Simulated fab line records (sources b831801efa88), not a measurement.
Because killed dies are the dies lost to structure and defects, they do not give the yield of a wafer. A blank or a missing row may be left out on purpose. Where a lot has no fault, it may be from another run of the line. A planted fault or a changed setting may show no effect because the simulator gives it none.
Which tool was responsible? || flow sfqLine || 20 wafers from 7 lots sampled at 2 of the route's 325 steps

WHAT THE GAUGES SHOWED, per wafer
SFQ_L0_RS_MEAS_901: a four-point-probe measurement.
{"lot": "L774", "measured": "day 1 22:34", "on": "filmMetro-01", "L0_MONX_KI_RS (ohm/sq)": "44.6 43.7 43.8"}
{"lot": "L776", "measured": "day 2 08:34", "on": "filmMetro-03", "L0_MONX_KI_RS (ohm/sq)": "43.0 44.1 44.3"}
{"lot": "L779", "measured": "day 2 23:34", "on": "filmMetro-03", "L0_MONX_KI_RS (ohm/sq)": "44.1 43.6 43.8"}
{"lot": "L787", "measured": "day 4 15:35", "on": "filmMetro-03", "L0_MONX_KI_RS (ohm/sq)": "33.5 43.4"}
{"lot": "L791", "measured": "day 5 11:36", "on": "filmMetro-04", "L0_MONX_KI_RS (ohm/sq)": "43.9 44.2 44.7"}
{"lot": "L793", "measured": "day 5 21:34", "on": "filmMetro-03", "L0_MONX_KI_RS (ohm/sq)": "43.8 43.9 43.8"}
{"lot": "L795", "measured": "day 6 07:35", "on": "filmMetro-03", "L0_MONX_KI_RS (ohm/sq)": "43.7 44.3 44.1"}

WHICH TOOL RAN EACH LOT (tool, then ch and the chambers of the sampled wafers, then the start)
{"lot": "L774", "SFQ_TRILAYER_L0_DEP_SPUTTER_003": "pvdSputter-03, day 1 22:29"}
{"lot": "L776", "SFQ_TRILAYER_L0_DEP_SPUTTER_003": "pvdSputter-05, day 2 08:29"}
{"lot": "L779", "SFQ_TRILAYER_L0_DEP_SPUTTER_003": "pvdSputter-03, day 2 23:29"}
{"lot": "L787", "SFQ_TRILAYER_L0_DEP_SPUTTER_003": "pvdSputter-03, day 4 15:29"}
{"lot": "L791", "SFQ_TRILAYER_L0_DEP_SPUTTER_003": "pvdSputter-06, day 5 11:29"}
{"lot": "L793", "SFQ_TRILAYER_L0_DEP_SPUTTER_003": "pvdSputter-05, day 5 21:29"}
{"lot": "L795", "SFQ_TRILAYER_L0_DEP_SPUTTER_003": "pvdSputter-05, day 6 07:29"}
- SFQ_TRILAYER_L0_DEP_SPUTTER_003: material MoNx KI, target thk 40 nm, time 100 s.

THE ANSWER, worked out from the rows above alone
Rule: the usual values come from the lots themselves. Put in order of their means at a reading, lots are off if they are a third of the lots or fewer, leave a main group of 4 or more, and stand apart from it by a gap of 3 or more times the standard deviation of the main group's means; of several such gaps the widest counts. The tables above print the reading to a certain number of digits; a main group whose means all agree to those digits is not used. Also off: a lot with no number at a reading for which 4 or more lots have one. Any other lot the step has rows for is counted as sound.
Off: L787, at SFQ_L0_RS_MEAS_901 (L0_MONX_KI_RS). For the main group the mean is 44.0 ohm/sq and the standard deviation 0.16.
A tool fits if, at a process step before that reading, it ran every lot that is off, and no sound lot after the first of them. The gauges at SFQ_L0_RS_MEAS_901 are tried like those tools. One fits: SFQ_TRILAYER_L0_DEP_SPUTTER_003 on pvdSputter-03. Its last sound lot is L779 (day 2 23:29), its first lot that is off L787 (day 4 15:29): a fault that began between those two fits.

WHAT WAS PUT IN BY THE SIMULATOR
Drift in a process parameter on pvdSputter-03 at SFQ_TRILAYER_L0_DEP_SPUTTER_003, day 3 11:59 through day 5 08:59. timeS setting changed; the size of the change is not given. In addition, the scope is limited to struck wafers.
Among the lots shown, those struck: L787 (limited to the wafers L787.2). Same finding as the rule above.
